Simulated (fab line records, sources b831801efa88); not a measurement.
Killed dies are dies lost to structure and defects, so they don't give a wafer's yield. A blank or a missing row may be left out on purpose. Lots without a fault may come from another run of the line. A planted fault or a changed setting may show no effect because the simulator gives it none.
Split-lot experiment | flow sfq_line | 5 lots, 27 wafers read, on a route of 325 steps

THE SPLIT
At SFQ_TRILAYER_INCOMING_OXIDATION_002 (target thk 500 nm, ox time 4939 s), the setting ox_time_s was moved away from the recipe's 4939 s on 18 of the 27 wafers read, by -59.8% to +45.9%. The other wafers ran this setting at the recipe's value.

The reading is taken at the split's own step.

THE READING
SiO2_of_TRILAYER_INCOMING_OXIDATION_002.thk_nm (the simulator's own value, which no gauge read), in nm, at SFQ_TRILAYER_INCOMING_OXIDATION_002 (target thk 500 nm, ox time 4939 s). The file gives no usual value for it. The 9 wafers here that ran the recipe average 492.9 nm, standard deviation 3.3 nm.

wafer  | tool, chamber at the split | ox_time_s as run, s | against the recipe | SiO2_of_TRILAYER_INCOMING_OXIDATION_002.thk_nm, nm | against lot-mates on the recipe
L075.1 | -, -                       | 1984                | -59.8%             | 285.6                                              | no lot-mate on the recipe
L075.2 | -, -                       | 1984                | -59.8%             | 282.2                                              | no lot-mate on the recipe
L075.3 | -, -                       | 1984                | -59.8%             | 287.9                                              | no lot-mate on the recipe
L075.4 | -, -                       | 1984                | -59.8%             | 284.9                                              | no lot-mate on the recipe
L075.5 | -, -                       | 1984                | -59.8%             | 276                                                | no lot-mate on the recipe
L075.6 | -, -                       | 1984                | -59.8%             | 284.5                                              | no lot-mate on the recipe
L078.1 | -, -                       | 4939                | recipe             | 488.6                                              | -
L078.2 | -, -                       | 4939                | recipe             | 491.5                                              | -
L078.3 | -, -                       | 4939                | recipe             | 489.4                                              | -
L078.4 | -, -                       | 4939                | recipe             | 492.2                                              | -
L078.5 | -, -                       | 4939                | recipe             | 492.6                                              | -
L078.6 | -, -                       | 4939                | recipe             | 495.6                                              | -
L079.1 | -, -                       | 6241                | +26.4%             | 577.4                                              | no lot-mate on the recipe
L079.2 | -, -                       | 6241                | +26.4%             | 583.1                                              | no lot-mate on the recipe
L079.3 | -, -                       | 6241                | +26.4%             | 580.9                                              | no lot-mate on the recipe
L079.4 | -, -                       | 6241                | +26.4%             | 590.6                                              | no lot-mate on the recipe
L079.5 | -, -                       | 6241                | +26.4%             | 585                                                | no lot-mate on the recipe
L079.6 | -, -                       | 6241                | +26.4%             | 586.2                                              | no lot-mate on the recipe
L080.1 | furnace-02, 0              | 4939                | recipe             | 492.6                                              | -
L080.3 | furnace-02, 0              | 4939                | recipe             | 493.1                                              | -
L080.6 | furnace-02, 0              | 4939                | recipe             | 500.3                                              | -
L082.1 | -, -                       | 7204                | +45.9%             | 616.4                                              | no lot-mate on the recipe
L082.2 | -, -                       | 7204                | +45.9%             | 629.4                                              | no lot-mate on the recipe
L082.4 | -, -                       | 7204                | +45.9%             | 629.4                                              | no lot-mate on the recipe
L082.3 | -, -                       | 7204                | +45.9%             | 618.1                                              | no lot-mate on the recipe
L082.5 | -, -                       | 7204                | +45.9%             | 623.1                                              | no lot-mate on the recipe
L082.6 | -, -                       | 7204                | +45.9%             | 625.9                                              | no lot-mate on the recipe

THE FIT
A straight line over all 27 wafers: SiO2_of_TRILAYER_INCOMING_OXIDATION_002.thk_nm changes by +3.29 nm for each +1% of ox_time_s; r = +1.00; the points scatter about the line by 11 nm.
Too few moved wafers have a lot-mate on the recipe to fit a line with each lot's own level taken away.

THE FILE'S OWN FIT
SiO2_of_TRILAYER_INCOMING_OXIDATION_002.thk_nm changes by +3.29 nm for each +1% of ox_time_s, r = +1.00.
